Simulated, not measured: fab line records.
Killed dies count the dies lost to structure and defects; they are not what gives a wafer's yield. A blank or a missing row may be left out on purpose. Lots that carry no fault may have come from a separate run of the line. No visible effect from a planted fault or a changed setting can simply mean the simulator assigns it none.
fab line records    flow sky130
record: lots: 12  wafers: 36  last_day: 50
route steps=708 shown VT_ADJUST_HVTP@92 VT_ADJUST_LVTN@106 PAD_OPEN@708
lots that met no fault: taken from a fault-free run of the same line
start_h: the number of hours between the record's first day and the start of the first shown wafer of the lot    wait_h: hours elapsed since this lot's preceding step    " repeats the value in the row above    L1.1+2: a row that stands for several wafers    - either no value or no given start    * or withheld: withheld    < > ~ a bound
route shown NAME@n: names a module that has steps shown in the file, with the first one's number in the route    usual: mean/standard deviation of fault-free wafers    same: alike in all rows    chamber/n: place in a boat    sites: per-site readings    _std_site: the values' standard deviation    _edge_site: mean of outer sites minus mean of inner sites    radius_mm: for every site, how far away it sits from the centre of the wafer    mask NAME#n: copy n    behind: the most recent tool/chamber to have shaped the wafer    hold: what put the lot on hold/how long, in hours/how the hold closed    device: the transistor (n, p or np) that didn't switch    end of line: the route-end tests of the same wafers    where a step has no rows: the recipe by itself    killed: dies that structure and defects cost at the first sort, which is not the same as the wafer's yield    map: the dies of a wafer, with x for killed, . for not killed, _ for no die there
set.NAME: the setting the step ran with; set.NAME@STEP: the setting that earlier step ran with    model.NAME: the simulator's own value behind a step, which no gauge read
one table for each step of the route and one row for each wafer, over a sample of lots
services: the hour from which a tool's chamber was out of use, counted from the record's first day as start_h (under 0 if before that day), plus the number of hours and why
== steps ==
step: SKY_VT_ADJUST_HVTP_CD_MEAS_07
recipe: target_cd_nm: 380
usual: cd_nm: 380.0/2.7
lot.wafer  tool       chamber  start_h  wait_h  cd_nm
L577.1     cd_sem-01  -        124.05   0.3     375.6
L577.5     "          -        "        "       375.9
L577.6     "          -        "        "       378.5
L578.4     cd_sem-02  -        130.27   0.1     385.8
L578.5     "          -        "        "       388.0
L578.6     "          -        "        "       383.0
L579.2     cd_sem-02  -        132.64   0.1     379.6
L579.3     "          -        "        "       377.4
L579.4     "          -        "        "       380.7
L583.1     cd_sem-02  -        156.56   0.1     382.9
L583.3     "          -        "        "       379.3
L583.5     "          -        "        "       379.4
L584.4     cd_sem-01  -        165.03   0.1     379.6
L584.5     "          -        "        "       378.8
L584.6     "          -        "        "       379.3
L585.3     cd_sem-02  -        169.03   0.1     383.2
L585.4     "          -        "        "       381.8
L585.6     "          -        "        "       380.0
L587.1     cd_sem-01  -        182.79   0.1     378.8
L587.3     "          -        "        "       378.9
L587.6     "          -        "        "       377.9
L595.1     cd_sem-01  -        240.80   0.2     377.7
L595.3     "          -        "        "       380.6
L595.5     "          -        "        "       379.5
L594.1     cd_sem-01  -        242.26   0.1     381.1
L594.3     "          -        "        "       382.0
L594.5     "          -        "        "       378.2
L596.1     cd_sem-01  -        245.54   0.1     377.2
L596.3     "          -        "        "       378.2
L596.5     "          -        "        "       378.6
L597.3     cd_sem-01  -        254.80   0.1     378.7
L597.5     "          -        "        "       377.6
L597.6     "          -        "        "       379.3
L599.3     cd_sem-02  -        262.31   0.1     383.6
L599.4     "          -        "        "       385.9
L599.5     "          -        "        "       384.4
step: SKY_VT_ADJUST_HVTP_STRIP_10
recipe: chemistry: O2/N2  power_w: 1400  pressure_mtorr: 1500  platen_temp_c: withheld  o2_flow_sccm: 3000  n2_flow_sccm: 300  overash_fraction: 0.5
usual: drypump_motor_current_A: 5.7/0.6  o2_flow_sccm: 3001/8.5  oes_product_au: 0.716/0.0045  strip_time_to_endpoint_s: 14.19/0.042
same: overash_fraction: 0.5
lot.wafer  tool             chamber  start_h  wait_h  drypump_motor_current_A  o2_flow_sccm  oes_product_au  rf_hours_counter_h  strip_time_to_endpoint_s
L577.1     plasma_asher-02  1        124.35   0.1     5.6                      3006          0.718           30                  14.17
L577.5     "                0        "        "       6.2                      2989          0.717           -                   14.15
L577.6     "                1        "        "       5.6                      3002          0.724           -                   14.12
L578.4     plasma_asher-02  0        130.55   0.1     6.2                      3010          0.722           -                   14.16
L578.5     "                1        "        "       5.6                      3005          0.718           -                   14.15
L578.6     "                0        "        "       6.2                      3005          0.717           -                   14.22
L579.2     plasma_asher-01  0        132.93   0.1     6.3                      2990          0.717           46                  14.18
L579.3     "                1        "        "       4.8                      2998          0.717           -                   14.24
L579.4     "                0        "        "       6.3                      3005          0.718           -                   14.23
L583.1     plasma_asher-01  1        156.87   0.1     4.8                      3000          0.715           48                  14.22
L583.3     "                1        "        "       4.8                      3002          0.706           -                   14.19
L583.5     "                1        "        "       4.8                      3001          0.715           -                   14.19
L584.4     plasma_asher-01  1        165.31   0.1     4.9                      3005          0.720           -                   14.19
L584.5     "                1        "        "       4.8                      2996          0.713           -                   14.21
L584.6     "                0        "        "       6.3                      2990          0.716           -                   14.19
L585.3     plasma_asher-02  0        169.33   0.1     6.2                      3007          0.726           -                   14.21
L585.4     "                1        "        "       5.6                      2997          0.715           -                   14.21
L585.6     "                0        "        "       6.3                      3006          0.717           -                   14.17
L587.1     plasma_asher-01  1        183.10   0.1     4.8                      3000          0.713           50                  14.22
L587.3     "                0        "        "       6.3                      2982          0.717           -                   14.22
L587.6     "                1        "        "       4.8                      3002          0.714           -                   14.19
L595.1     plasma_asher-01  1        241.11   0.1     4.8                      3006          0.716           55                  14.21
L595.3     "                1        "        "       4.8                      3013          0.719           -                   14.22
L595.5     "                1        "        "       4.8                      3006          0.710           -                   14.20
L594.1     plasma_asher-01  0        242.57   0.1     6.3                      3007          0.711           55                  14.18
L594.3     "                1        "        "       4.8                      2989          0.713           -                   14.19
L594.5     "                1        "        "       4.8                      3004          0.723           -                   14.20
L596.1     plasma_asher-02  0        245.85   0.1     6.2                      3005          0.717           43                  14.24
L596.3     "                0        "        "       6.2                      2998          0.706           -                   14.25
L596.5     "                0        "        "       6.2                      3010          0.715           -                   14.21
L597.3     plasma_asher-01  1        255.10   0.1     4.8                      2997          0.709           -                   14.19
L597.5     "                1        "        "       4.8                      2996          0.715           -                   14.18
L597.6     "                0        "        "       6.3                      3000          0.713           -                   14.19
L599.3     plasma_asher-04  0        262.61   0.1     6.0                      3008          0.709           -                   14.15
L599.4     "                1        "        "       5.3                      2995          0.718           -                   14.20
L599.5     "                1        "        "       5.4                      2994          0.714           -                   14.18
step: SKY_VT_ADJUST_LVTN_STRIP_09
recipe: chemistry: O2/N2  power_w: 1400  pressure_mtorr: 1500  platen_temp_c: withheld  o2_flow_sccm: 3000  n2_flow_sccm: 300  overash_fraction: 0.5
usual: drypump_motor_current_A: 5.8/0.37  o2_flow_sccm: 2999/8.1  oes_product_au: 0.723/0.0042  strip_time_to_endpoint_s: 36.93/0.11
same: overash_fraction: 0.5
lot.wafer  tool             chamber  start_h  wait_h  drypump_motor_current_A  o2_flow_sccm  oes_product_au  rf_hours_counter_h  strip_time_to_endpoint_s
L577.1     plasma_asher-04  1        142.86   0.1     5.4                      2994          0.729           45                  36.92
L577.5     "                0        "        "       6.0                      3011          0.717           -                   36.90
L577.6     "                1        "        "       5.4                      3002          0.719           -                   36.90
L578.4     plasma_asher-03  1        149.46   0.1     5.4                      3004          0.731           -                   36.91
L578.5     "                0        "        "       6.2                      3009          0.722           -                   36.89
L578.6     "                1        "        "       5.3                      3018          0.723           -                   37.01
L579.2     plasma_asher-02  0        152.18   0.1     6.2                      3005          0.721           33                  37.06
L579.3     "                0        "        "       6.2                      2991          0.725           -                   37.13
L579.4     "                1        "        "       5.6                      3008          0.723           -                   36.97
L583.1     plasma_asher-02  1        177.48   0.1     5.6                      3010          0.725           36                  36.91
L583.3     "                1        "        "       5.6                      2999          0.725           -                   36.91
L583.5     "                1        "        "       5.6                      3010          0.727           -                   36.97
L584.4     plasma_asher-04  0        185.81   0.1     6.0                      2995          0.720           -                   36.82
L584.5     "                1        "        "       5.4                      2992          0.722           -                   36.96
L584.6     "                0        "        "       6.0                      3008          0.723           -                   36.93
L585.3     plasma_asher-02  1        189.91   0.1     5.6                      2997          0.721           -                   36.83
L585.4     "                0        "        "       6.2                      3002          0.724           -                   36.84
L585.6     "                0        "        "       6.2                      2991          0.719           -                   36.87
L587.1     plasma_asher-02  1        203.37   0.1     5.6                      2998          0.714           39                  36.89
L587.3     "                0        "        "       6.2                      2997          0.726           -                   36.87
L587.6     "                1        "        "       5.6                      3014          0.721           -                   36.80
L595.1     plasma_asher-03  0        265.02   0.1     6.2                      2999          0.725           15                  37.08
L595.3     "                0        "        "       6.2                      3001          0.723           -                   37.10
L595.5     "                1        "        "       5.4                      2995          0.724           -                   37.21
L594.1     plasma_asher-04  1        266.93   0.1     5.4                      3007          0.729           58                  36.66
L594.3     "                0        "        "       6.0                      3003          0.718           -                   36.71
L594.5     "                1        "        "       5.4                      3003          0.719           -                   36.83
L596.1     plasma_asher-04  1        270.46   0.1     5.3                      3001          0.721           58                  36.95
L596.3     "                1        "        "       5.4                      2994          0.715           -                   37.00
L596.5     "                0        "        "       6.0                      2992          0.721           -                   36.92
L597.3     plasma_asher-04  0        280.21   0.1     6.0                      2979          0.721           -                   37.01
L597.5     "                0        "        "       6.0                      3006          0.724           -                   36.97
L597.6     "                1        "        "       5.4                      2999          0.719           -                   36.92
L599.3     plasma_asher-02  0        287.29   0.1     6.2                      2984          0.728           -                   36.70
L599.4     "                1        "        "       5.6                      3017          0.725           -                   36.82
L599.5     "                0        "        "       6.3                      3004          0.719           -                   36.82
step: SKY_VT_ADJUST_LVTN_STRIP_20
recipe: chemistry: O2/N2  power_w: 1400  pressure_mtorr: 1500  platen_temp_c: withheld  o2_flow_sccm: 3000  n2_flow_sccm: 300  overash_fraction: 0.5
usual: drypump_motor_current_A: 5.8/0.36  o2_flow_sccm: 3003/7.7  oes_product_au: 0.716/0.0047  strip_time_to_endpoint_s: 14.17/0.043
same: overash_fraction: 0.5
lot.wafer  tool             chamber  start_h  wait_h  drypump_motor_current_A  o2_flow_sccm  oes_product_au  rf_hours_counter_h  strip_time_to_endpoint_s
L577.1     plasma_asher-03  0        162.61   0.1     6.2                      2998          0.715           4                   14.15
L577.5     "                0        "        "       6.2                      3012          0.714           -                   14.11
L577.6     "                1        "        "       5.4                      2993          0.704           -                   14.15
L578.4     plasma_asher-03  0        170.31   0.1     6.2                      2987          0.715           -                   14.20
L578.5     "                0        "        "       6.2                      2994          0.712           -                   14.21
L578.6     "                1        "        "       5.3                      3011          0.715           -                   14.18
L579.2     plasma_asher-04  0        172.07   0.1     6.0                      3013          0.719           48                  14.20
L579.3     "                1        "        "       5.4                      2997          0.716           -                   14.24
L579.4     "                0        "        "       6.0                      3014          0.711           -                   14.22
L583.1     plasma_asher-04  1        197.62   0.1     5.4                      2991          0.710           51                  14.18
L583.3     "                0        "        "       6.0                      3000          0.725           -                   14.15
L583.5     "                0        "        "       6.0                      3005          0.729           -                   14.17
L584.4     plasma_asher-02  1        206.39   0.1     5.6                      3005          0.714           -                   14.18
L584.5     "                0        "        "       6.3                      3012          0.719           -                   14.16
L584.6     "                1        "        "       5.6                      3005          0.707           -                   14.15
L585.3     plasma_asher-02  1        210.36   0.1     5.6                      2993          0.715           -                   14.15
L585.4     "                0        "        "       6.3                      3006          0.717           -                   14.21
L585.6     "                1        "        "       5.6                      2977          0.712           -                   14.18
L587.1     plasma_asher-03  0        225.17   0.1     6.2                      2991          0.717           11                  14.16
L587.3     "                1        "        "       5.4                      3008          0.715           -                   14.13
L587.6     "                0        "        "       6.2                      3002          0.712           -                   14.21
L595.1     plasma_asher-04  0        290.03   0.1     6.0                      3009          0.716           60                  14.18
L595.3     "                0        "        "       6.0                      3013          0.709           -                   14.16
L595.5     "                1        "        "       5.4                      2997          0.713           -                   14.15
L594.1     plasma_asher-03  0        292.05   0.1     6.2                      3004          0.714           17                  14.23
L594.3     "                1        "        "       5.3                      2399          0.713           -                   14.44
L594.5     "                0        "        "       6.2                      2998          0.723           -                   14.20
L596.1     plasma_asher-02  1        295.91   0.1     5.6                      3003          0.714           48                  14.13
L596.3     "                0        "        "       6.2                      3011          0.719           -                   14.11
L596.5     "                0        "        "       6.2                      3000          0.726           -                   14.12
L597.3     plasma_asher-03  0        305.19   0.1     6.2                      3007          0.709           -                   14.11
L597.5     "                1        "        "       5.3                      2404          0.709           -                   14.34
L597.6     "                0        "        "       6.2                      3001          0.718           -                   14.10
L599.3     plasma_asher-02  1        312.36   0.1     5.6                      2998          0.717           -                   14.15
L599.4     "                0        "        "       6.2                      3001          0.718           -                   14.18
L599.5     "                0        "        "       6.2                      3013          0.723           -                   14.16
step: SKY_PAD_OPEN_PROBE_99
usual: killed_at_M0_to_M3: 44/6.3  killed_at_M4_up: 2.8/1.7  killed_at_contacts: 25/5.8  killed_at_front_end: 14/4.4  killed_at_other: 0.3/0.49  killed_dies: 86/8.7  killed_on_rim: 17/4.3  killed_open: 48/5.8  killed_short: 38/6
same: gross_dies: 492  killed_at_back_side: 0
lot.wafer  tool       chamber  start_h  wait_h  killed_at_M0_to_M3  killed_at_M4_up  killed_at_contacts  killed_at_front_end  killed_at_other  killed_dies  killed_on_rim  killed_open  killed_short
L577.1     prober-02  -        1076.75  0.1     46                  3                23                  18                   0                90           20             51           39
L577.5     prober-02  -        1076.95  0.2     42                  2                24                  10                   0                78           11             43           35
L577.6     prober-02  -        1077.00  0.2     54                  6                24                  26                   0                110          21             60           50
L579.2     prober-01  -        1084.89  0.1     37                  1                31                  19                   0                88           22             45           43
L579.3     prober-01  -        1084.94  0.2     46                  2                27                  15                   0                90           17             50           40
L579.4     prober-01  -        1084.99  0.2     38                  5                28                  16                   0                87           12             43           44
L578.4     prober-02  -        1086.49  0.2     47                  3                32                  13                   0                95           23             53           42
L578.5     prober-02  -        1086.54  0.2     41                  0                24                  16                   0                81           19             44           37
L578.6     prober-02  -        1086.59  0.2     50                  3                23                  17                   1                94           16             51           43
L583.1     prober-02  -        1109.83  0.1     47                  4                19                  23                   1                94           17             44           50
L583.3     prober-02  -        1109.93  0.2     33                  4                30                  18                   1                86           14             49           37
L583.5     prober-02  -        1110.03  0.2     45                  1                17                  10                   0                73           11             44           29
L584.4     prober-01  -        1111.40  0.2     39                  0                18                  11                   0                68           13             39           29
L584.5     prober-01  -        1111.45  0.2     34                  1                20                  19                   0                74           17             45           29
L584.6     prober-01  -        1111.50  0.2     35                  2                39                  10                   0                86           16             50           36
L585.3     prober-02  -        1124.56  0.2     27                  5                37                  21                   0                90           9              47           43
L585.4     prober-02  -        1124.61  0.2     39                  6                35                  15                   0                95           18             50           45
L585.6     prober-02  -        1124.71  0.2     41                  1                31                  17                   0                90           17             56           34
L587.1     prober-02  -        1132.06  0.1     42                  3                23                  12                   1                81           20             43           38
L587.3     prober-02  -        1132.16  0.2     49                  3                24                  14                   1                91           23             52           39
L587.6     prober-02  -        1132.31  0.2     38                  2                22                  16                   0                78           14             42           36
L595.1     prober-01  -        1181.38  0.1     44                  2                21                  23                   0                90           12             54           36
L595.3     prober-01  -        1181.48  0.2     38                  4                26                  7                    0                75           14             43           32
L595.5     prober-01  -        1181.58  0.2     42                  5                29                  12                   0                88           24             52           36
L594.1     prober-02  -        1189.69  0.1     47                  2                19                  15                   0                83           21             46           37
L594.3     prober-02  -        1189.79  0.2     46                  3                30                  10                   0                89           17             49           40
L594.5     prober-02  -        1189.89  0.2     39                  3                24                  17                   0                83           21             52           31
L597.3     prober-01  -        1190.39  0.2     50                  4                30                  9                    1                94           20             49           45
L597.5     prober-01  -        1190.49  0.2     48                  2                26                  21                   0                97           21             52           45
L597.6     prober-01  -        1190.54  0.2     34                  3                23                  11                   0                71           9              39           32
L596.1     prober-02  -        1192.77  0.1     46                  5                27                  12                   0                90           12             47           43
L596.3     prober-02  -        1192.87  0.2     59                  3                20                  9                    3                94           20             49           45
L596.5     prober-02  -        1192.97  0.2     49                  1                21                  20                   0                91           25             49           42
L599.3     prober-01  -        1195.25  0.2     40                  2                21                  9                    0                72           14             39           33
L599.4     prober-01  -        1195.30  0.2     43                  5                19                  15                   0                82           17             45           37
L599.5     prober-01  -        1195.35  0.2     34                  3                29                  18                   0                84           15             48           36
killed by level:class
L577.1 CONTACT:geometric_particle:open=10 VIA1:geometric_particle:open=10 METAL2:geometric_particle:short=9 METAL1:geometric_particle:short=8 POLY_GATE:geometric_particle:open=7 VIA1:geometric_particle:short=5 CONTACT:geometric_particle:short=4 LI_CONTACT:geometric_particle:open=4
L577.5 CONTACT:geometric_particle:open=10 METAL2:geometric_particle:short=8 VIA1:geometric_particle:open=7 VIA2:geometric_particle:open=7 LOCAL_INTERCONNECT:geometric_particle:short=6 VIA3:geometric_particle:open=6 POLY_GATE:geometric_particle:short=5 LI_CONTACT:geometric_particle:open=5
L577.6 FIELD_ISO:geometric_particle:open=10 VIA1:geometric_particle:short=10 VIA3:geometric_particle:open=9 CONTACT:geometric_particle:open=8 VIA1:geometric_particle:open=8 METAL2:geometric_particle:short=7 VIA2:geometric_particle:open=6 CONTACT:geometric_particle:short=6
L579.2 CONTACT:geometric_particle:open=12 METAL2:geometric_particle:short=8 FIELD_ISO:geometric_particle:open=7 LI_CONTACT:geometric_particle:open=7 CONTACT:geometric_particle:short=6 VIA1:geometric_particle:short=6 VIA1:geometric_particle:open=6 VIA3:geometric_particle:open=5
L579.3 LI_CONTACT:geometric_particle:open=8 VIA3:geometric_particle:open=8 VIA1:geometric_particle:open=7 CONTACT:geometric_particle:open=7 VIA2:geometric_particle:open=7 CONTACT:geometric_particle:short=6 VIA3:geometric_particle:short=5 VIA1:geometric_particle:short=5
L579.4 CONTACT:geometric_particle:open=13 METAL2:geometric_particle:short=10 FIELD_ISO:geometric_particle:open=6 VIA1:geometric_particle:open=6 METAL3:geometric_particle:short=5 METAL4:geometric_particle:short=5 LI_CONTACT:geometric_particle:open=4 CONTACT:geometric_particle:short=4
L578.4 CONTACT:geometric_particle:open=14 VIA1:geometric_particle:open=12 METAL1:geometric_particle:short=10 VIA1:geometric_particle:short=7 LI_CONTACT:geometric_particle:open=7 CONTACT:geometric_particle:short=6 POLY_GATE:geometric_particle:short=5 VIA2:geometric_particle:open=4
L578.5 VIA1:geometric_particle:open=13 LI_CONTACT:geometric_particle:open=9 VIA1:geometric_particle:short=8 VIA3:geometric_particle:open=6 POLY_GATE:geometric_particle:short=5 CONTACT:geometric_particle:open=5 POLY_GATE:geometric_particle:open=4 LOCAL_INTERCONNECT:geometric_particle:short=4
L578.6 CONTACT:geometric_particle:open=11 VIA1:geometric_particle:open=8 FIELD_ISO:geometric_particle:short=7 METAL1:geometric_particle:short=7 VIA3:geometric_particle:open=6 VIA1:geometric_particle:short=6 VIA2:geometric_particle:open=6 LI_CONTACT:geometric_particle:open=5
L583.1 METAL2:geometric_particle:short=12 VIA1:geometric_particle:open=9 FIELD_ISO:geometric_particle:short=8 FIELD_ISO:geometric_particle:open=7 VIA3:geometric_particle:open=6 LI_CONTACT:geometric_particle:open=5 CONTACT:geometric_particle:short=5 VIA1:geometric_particle:short=5
L583.3 LI_CONTACT:geometric_particle:open=11 VIA3:geometric_particle:open=9 CONTACT:geometric_particle:open=8 VIA1:geometric_particle:open=7 POLY_GATE:geometric_particle:short=5 CONTACT:geometric_particle:short=5 METAL1:geometric_particle:short=5 FIELD_ISO:geometric_particle:open=4
L583.5 VIA1:geometric_particle:open=10 VIA1:geometric_particle:short=9 VIA2:geometric_particle:open=6 LI_CONTACT:geometric_particle:open=5 METAL2:geometric_particle:short=5 CONTACT:geometric_particle:open=4 POLY_GATE:geometric_particle:open=3 LOCAL_INTERCONNECT:geometric_particle:short=3
L584.4 VIA1:geometric_particle:open=9 LI_CONTACT:geometric_particle:open=7 VIA1:geometric_particle:short=7 VIA3:geometric_particle:open=7 CONTACT:geometric_particle:open=5 METAL2:geometric_particle:short=5 FIELD_ISO:geometric_particle:short=4 FIELD_ISO:geometric_particle:open=2
L584.5 VIA1:geometric_particle:open=11 CONTACT:geometric_particle:open=7 LI_CONTACT:geometric_particle:open=6 FIELD_ISO:geometric_particle:open=5 POLY_GATE:geometric_particle:open=5 VIA3:geometric_particle:open=5 POLY_GATE:geometric_particle:short=4 CONTACT:geometric_particle:short=4
L584.6 CONTACT:geometric_particle:open=14 LI_CONTACT:geometric_particle:open=9 VIA1:geometric_particle:open=9 VIA3:geometric_particle:open=8 CONTACT:geometric_particle:short=7 LOCAL_INTERCONNECT:geometric_particle:short=6 METAL1:geometric_particle:short=4 VIA1:geometric_particle:short=4
L585.3 CONTACT:geometric_particle:open=15 LI_CONTACT:geometric_particle:open=8 CONTACT:geometric_particle:short=7 FIELD_ISO:geometric_particle:short=5 POLY_GATE:geometric_particle:short=5 POLY_GATE:geometric_particle:open=5 LI_CONTACT:geometric_particle:short=5 VIA1:geometric_particle:open=5
L585.4 CONTACT:geometric_particle:open=13 FIELD_ISO:geometric_particle:short=9 LI_CONTACT:geometric_particle:open=9 VIA1:geometric_particle:open=8 LOCAL_INTERCONNECT:geometric_particle:short=6 VIA3:geometric_particle:open=6 CONTACT:geometric_particle:short=4 VIA1:geometric_particle:short=4
L585.6 VIA3:geometric_particle:open=12 LI_CONTACT:geometric_particle:open=10 CONTACT:geometric_particle:open=10 VIA1:geometric_particle:open=8 CONTACT:geometric_particle:short=6 POLY_GATE:geometric_particle:open=5 METAL1:geometric_particle:short=5 FIELD_ISO:geometric_particle:open=4
L587.1 VIA1:geometric_particle:open=15 CONTACT:geometric_particle:open=7 METAL2:geometric_particle:short=6 VIA2:geometric_particle:open=6 LI_CONTACT:geometric_particle:open=5 LOCAL_INTERCONNECT:geometric_particle:short=5 VIA1:geometric_particle:short=5 LI_CONTACT:geometric_particle:short=4
L587.3 VIA1:geometric_particle:open=12 CONTACT:geometric_particle:open=11 VIA1:geometric_particle:short=7 LI_CONTACT:geometric_particle:open=6 METAL3:geometric_particle:short=6 METAL2:geometric_particle:short=6 POLY_GATE:geometric_particle:open=4 VIA3:geometric_particle:open=4
L587.6 CONTACT:geometric_particle:open=9 VIA2:geometric_particle:open=7 VIA1:geometric_particle:open=6 METAL2:geometric_particle:short=6 POLY_GATE:geometric_particle:short=5 LI_CONTACT:geometric_particle:open=5 VIA1:geometric_particle:short=5 METAL1:geometric_particle:short=4
L595.1 CONTACT:geometric_particle:open=9 VIA2:geometric_particle:open=9 FIELD_ISO:geometric_particle:open=8 VIA1:geometric_particle:open=8 METAL1:geometric_particle:short=6 POLY_GATE:geometric_particle:open=5 LI_CONTACT:geometric_particle:open=5 VIA3:geometric_particle:open=4
L595.3 CONTACT:geometric_particle:open=10 VIA2:geometric_particle:open=9 LI_CONTACT:geometric_particle:open=8 VIA3:geometric_particle:open=8 CONTACT:geometric_particle:short=6 METAL1:geometric_particle:short=5 METAL4:geometric_particle:short=4 VIA1:geometric_particle:open=3
L595.5 CONTACT:geometric_particle:open=11 LI_CONTACT:geometric_particle:open=9 VIA1:geometric_particle:open=8 VIA1:geometric_particle:short=7 CONTACT:geometric_particle:short=6 VIA3:geometric_particle:open=6 VIA2:geometric_particle:open=6 METAL1:geometric_particle:short=5
L594.1 VIA1:geometric_particle:open=11 METAL1:geometric_particle:short=9 LI_CONTACT:geometric_particle:open=8 VIA3:geometric_particle:open=7 POLY_GATE:geometric_particle:short=6 VIA2:geometric_particle:open=6 LOCAL_INTERCONNECT:geometric_particle:short=4 CONTACT:geometric_particle:open=4
L594.3 CONTACT:geometric_particle:open=13 VIA1:geometric_particle:open=10 METAL2:geometric_particle:short=8 VIA2:geometric_particle:open=8 LI_CONTACT:geometric_particle:open=6 LOCAL_INTERCONNECT:geometric_particle:short=6 CONTACT:geometric_particle:short=5 VIA1:geometric_particle:short=5
L594.5 LI_CONTACT:geometric_particle:open=10 CONTACT:geometric_particle:open=8 VIA1:geometric_particle:open=7 METAL2:geometric_particle:short=6 FIELD_ISO:geometric_particle:open=5 VIA1:geometric_particle:short=5 VIA2:geometric_particle:open=5 VIA3:geometric_particle:open=5
L597.3 CONTACT:geometric_particle:open=12 VIA1:geometric_particle:open=10 VIA1:geometric_particle:short=8 CONTACT:geometric_particle:short=8 VIA3:geometric_particle:open=8 METAL1:geometric_particle:short=7 LI_CONTACT:geometric_particle:open=5 METAL1:geometric_particle:open=5
L597.5 CONTACT:geometric_particle:open=11 VIA1:geometric_particle:open=9 VIA2:geometric_particle:open=8 FIELD_ISO:geometric_particle:short=7 METAL1:geometric_particle:short=6 VIA3:geometric_particle:open=6 LI_CONTACT:geometric_particle:open=5 LOCAL_INTERCONNECT:geometric_particle:short=5
L597.6 LI_CONTACT:geometric_particle:open=8 CONTACT:geometric_particle:open=6 VIA1:geometric_particle:short=6 POLY_GATE:geometric_particle:short=5 VIA1:geometric_particle:open=5 VIA2:geometric_particle:open=5 VIA3:geometric_particle:open=4 LOCAL_INTERCONNECT:geometric_particle:short=3
L596.1 CONTACT:geometric_particle:open=9 VIA2:geometric_particle:open=9 VIA1:geometric_particle:open=8 LOCAL_INTERCONNECT:geometric_particle:short=7 METAL1:geometric_particle:short=6 LI_CONTACT:geometric_particle:open=6 FIELD_ISO:geometric_particle:open=5 POLY_GATE:geometric_particle:short=5
L596.3 VIA1:geometric_particle:open=13 METAL1:geometric_particle:short=8 VIA2:geometric_particle:open=8 VIA3:geometric_particle:open=8 VIA1:geometric_particle:short=6 CONTACT:geometric_particle:open=5 METAL2:geometric_particle:short=5 POLY_GATE:geometric_particle:short=4
L596.5 VIA3:geometric_particle:open=10 FIELD_ISO:geometric_particle:open=7 LI_CONTACT:geometric_particle:open=7 VIA1:geometric_particle:open=7 FIELD_ISO:geometric_particle:short=6 VIA2:geometric_particle:open=6 VIA1:geometric_particle:short=6 CONTACT:geometric_particle:short=5
L599.3 VIA1:geometric_particle:open=11 LI_CONTACT:geometric_particle:open=8 CONTACT:geometric_particle:open=7 VIA3:geometric_particle:open=6 POLY_GATE:geometric_particle:short=5 METAL1:geometric_particle:short=5 METAL2:geometric_particle:short=5 VIA2:geometric_particle:open=4
L599.4 VIA1:geometric_particle:open=15 CONTACT:geometric_particle:short=6 VIA3:geometric_particle:open=6 POLY_GATE:geometric_particle:open=5 VIA1:geometric_particle:short=5 LI_CONTACT:geometric_particle:open=4 VIA2:geometric_particle:open=4 VIA3:geometric_particle:short=4
L599.5 CONTACT:geometric_particle:open=9 LI_CONTACT:geometric_particle:open=8 VIA1:geometric_particle:open=7 VIA3:geometric_particle:open=7 FIELD_ISO:geometric_particle:open=5 LOCAL_INTERCONNECT:geometric_particle:short=5 CONTACT:geometric_particle:short=5 VIA2:geometric_particle:open=5
== services ==
tool             chamber  start_h  hours  kind
plasma_asher-03  -        108.75   9.0    pm
plasma_asher-03  0        108.75   9.0    vent_cycle
plasma_asher-03  1        108.75   9.0    vent_cycle
plasma_asher-03  0        117.75   -      clean
plasma_asher-03  1        117.75   -      clean
plasma_asher-04  -        120.82   2.8    pm
plasma_asher-04  -        143.69   4.9    repair
plasma_asher-03  -        150.50   2.8    pm
plasma_asher-01  -        161.90   2.8    pm
plasma_asher-01  -        201.48   10.9   repair
plasma_asher-01  -        234.74   1.3    repair
plasma_asher-01  -        246.27   3.2    repair
plasma_asher-03  -        295.94   4.4    repair
plasma_asher-02  -        300.83   0.4    repair
== key ==
first_sign: step: SKY_VT_ADJUST_LVTN_STRIP_20  reading: o2_flow_sccm  direction: down  sigmas: 78  usual: 3003  struck: 2402
effect: step: SKY_VT_ADJUST_LVTN_STRIP_20  reading: strip_time_to_endpoint_s  direction: up  sigmas: 5  usual: *  struck: *
met_at SKY_VT_ADJUST_LVTN_STRIP_20
struck_lots L594,L597
struck_wafers L594.3,L597.5
tester_left_out L594,L597
not_acting_at SKY_VT_ADJUST_HVTP_CD_MEAS_07,SKY_VT_ADJUST_HVTP_STRIP_10,SKY_VT_ADJUST_LVTN_STRIP_09
onset_between 225.17 292.05
fault: kind: process_parameter_drift  tool: plasma_asher-03  chamber: 1  onset_h: 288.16  steps: SKY_VT_ADJUST_LVTN_STRIP_20  channel: o2_flow_sccm  offset: -600  shape: step  end_h: 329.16  acts_in: these_recipes_only  stated: 3000
tester_left_out: of these lots the tester's yield and bins aren't shown, on N5 and GAA mostly nor the transistor test; their killed dies are dies lost to structure and defects alone, not to doping, threshold or leakage, so they don't give the yield
